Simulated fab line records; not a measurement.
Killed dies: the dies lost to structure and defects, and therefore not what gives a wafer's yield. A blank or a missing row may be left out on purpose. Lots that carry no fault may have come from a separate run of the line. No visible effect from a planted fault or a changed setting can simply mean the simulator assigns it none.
A lot that was struck, set against a sound lot :: flow sky130 :: 14 out of 708 route steps
Sound: these wafers, L911.1, L911.5, L911.6. Wafers L914.2, L914.5, L914.6 were the ones struck. Last of all comes the cause.
For every step that has rows: the tool of each side, followed by ch and its chambers, followed by its first start. Under that, the readings that differ: sound wafers :: struck wafers :: difference of the means :: sigmas: that difference in standard deviations of wafers without a fault.
alike: a reading whose means differ by less than 2 such deviations, as well as words and numbers matching on both sides. not compared: withheld readings; readings where some wafer has no value; bounds like >300 that might hide an equal value; numbers whose values overlap and for which the record gives no deviation.
The two part at a step that has a row with sigmas, a row that says differs or no value, or rows on one side only. Numbers that have no deviation but don't overlap get no sigmas and don't part them. A reading missing from all wafers of one side parts the sides only when that side holds two or more wafers.

SKY_VIA1_STRIP_16: strips in O2/N2.
  sound on plasmaAsher-01 ch 0,1, day 37 13:59; struck on plasmaAsher-03 ch 0,1, day 38 15:04
reading: drypumpMotorCurrentA (A)
sound: 4.8 5.0 4.8
struck: 6.0 6.0 6.0
difference: +1.1
sigmas: +2
  alike: oesProductAu, stripTimeToEndpointS
  not compared: rfHoursCounterH
then, 3 steps without rows for these wafers: SKY_VIA1_STRIP_17 (strips in post etch residue remover, time 1200 s); SKY_VIA1_CLEAN_18 (cleans in IPA, time 180 s); SKY_VIA1_CLEAN_19 (cleans in O3/DIW).
SKY_VIA1_SPUTTER_20: material TiN, target thk 20 nm, time 80 s.
  sound on pvdSputter-02 at day 37 14:37; struck on pvdSputter-03 at day 38 15:41
  alike: cathodeDcPowerW, chamberPressurePa, throttleValvePct
then, 1 step without rows for these wafers: SKY_VIA1_CVD_21 (deposits W, target thk 270 nm, time 80.902 s).
SKY_VIA1_RS_MEAS_22: measures by four-point-probe.
  sound on filmMetro-02 at day 37 14:46; struck on filmMetro-04 at day 38 15:52
  alike: VIA1_W_RS
SKY_VIA1_THK_MEAS_23: measures by xrf.
  sound on filmMetro-02 at day 37 14:53; struck on filmMetro-04 at day 38 15:58
  alike: VIA1_W_THK
SKY_VIA1_CMP_24: polishes, stops on SiO2, t overpolish 15 s, target thk 0 nm.
  sound on cmp-01 ch 1,2,3, day 37 15:05; struck on cmp-01 ch 1,2,3, day 38 16:10
reading: timeToEndpointS (s)
sound: 57.1 64.9 60.5
struck: 69.1 65.9 68.4
difference: +7.0
sigmas: +3
  alike: motorCurrentA, overpolishRunS
then, 2 steps without rows for these wafers: SKY_METAL2_SPUTTER_00 (material Ti, target thk 15 nm, time 10 s); SKY_METAL2_SPUTTER_01 (material TiN, target thk 20 nm, time 16.7 s).
SKY_METAL2_SPUTTER_02: material AlCu, target thk 250 nm, time 13.3 s.
  sound on pvdSputter-03 at day 37 15:17; struck on pvdSputter-01 at day 38 16:22
  alike: cathodeDcPowerW, chamberPressurePa, throttleValvePct
SKY_METAL2_SPUTTER_03: material Ti, target thk 5 nm, time 3.3 s.
  sound on pvdSputter-03 at day 37 15:19; struck on pvdSputter-01 at day 38 16:23
  no value came back on the struck wafers for cathodeDcPowerW (W), chamberPressurePa (Pa), throttleValvePct (%); on the sound wafers cathodeDcPowerW (W) reads 3000.4 2999.4 3000.0
SKY_METAL2_SPUTTER_04: material TiN, target thk 70 nm, time 58.3 s.
  sound on pvdSputter-03 at day 37 15:20; struck on pvdSputter-01 at day 38 16:25
  alike: cathodeDcPowerW, chamberPressurePa, throttleValvePct

== WHERE THEY PART ==
Last at SKY_METAL2_SPUTTER_03 as far as this record goes, first at SKY_VIA1_STRIP_16. Later steps at which nothing parts them and some readings are alike: SKY_METAL2_SPUTTER_04.

WHY: whatever the simulator had introduced
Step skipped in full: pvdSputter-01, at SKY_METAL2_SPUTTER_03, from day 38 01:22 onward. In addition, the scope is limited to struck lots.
